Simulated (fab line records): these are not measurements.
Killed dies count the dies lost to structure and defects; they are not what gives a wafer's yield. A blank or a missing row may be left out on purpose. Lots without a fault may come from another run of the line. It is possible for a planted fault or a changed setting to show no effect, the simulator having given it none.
Chamber matching | flow gf180mcu | GF_V4_ETCH_16 on rieDiel-02 has 4 sister chambers
The step etches BARC in N2/H2. 4 wafers are shown with their chamber, then 11 later ones without.

WAFERS PAIRED WITH THEIR CHAMBERS
wafer  | chamber | drypumpMotorCurrentA (A)
L091.4 | 3       | 5.4
L090.2 | 2       | 4.8
L090.6 | 1       | 5.9
L092.3 | 0       | 5.0

WAFERS MISSING THEIR CHAMBER
wafer  | drypumpMotorCurrentA (A)
L092.5 | 4.7
L092.6 | 5.4
L093.2 | 5.4
L093.3 | 4.8
L093.4 | 5.1
L095.1 | 5.4
L095.2 | 5.9
L095.3 | 4.8
L096.1 | 5.1
L096.2 | 5.4
L096.3 | 4.8

EACH ONE'S CHAMBER
wafer  | from the rows above | in truth
L092.5 | 2                   | 2
L092.6 | 3                   | 3
L093.2 | 3                   | 3
L093.3 | 2                   | 2
L093.4 | 0                   | 0
L095.1 | 3                   | 3
L095.2 | 1                   | 1
L095.3 | 2                   | 2
L096.1 | 0                   | 0
L096.2 | 3                   | 3
L096.3 | 2                   | 2
Correct placement for 11 of the 11. Can't be placed from these rows: 0. Wrongly placed: 0.
How it was worked out, from the rows above alone: a wafer's distance from a chamber is the root of the sum, over the readings, of the square of ((its reading less the chamber's mean) divided by the reading's scatter). The wafer belongs to the nearest chamber; if the next one is less than 2 further off, it can't be placed. For every chamber, the mean is computed from those of its wafers that are shown. The scatter (one wafer shown for each chamber): square how far every hidden wafer sits from the nearest shown wafer, average those squares and take the square root.
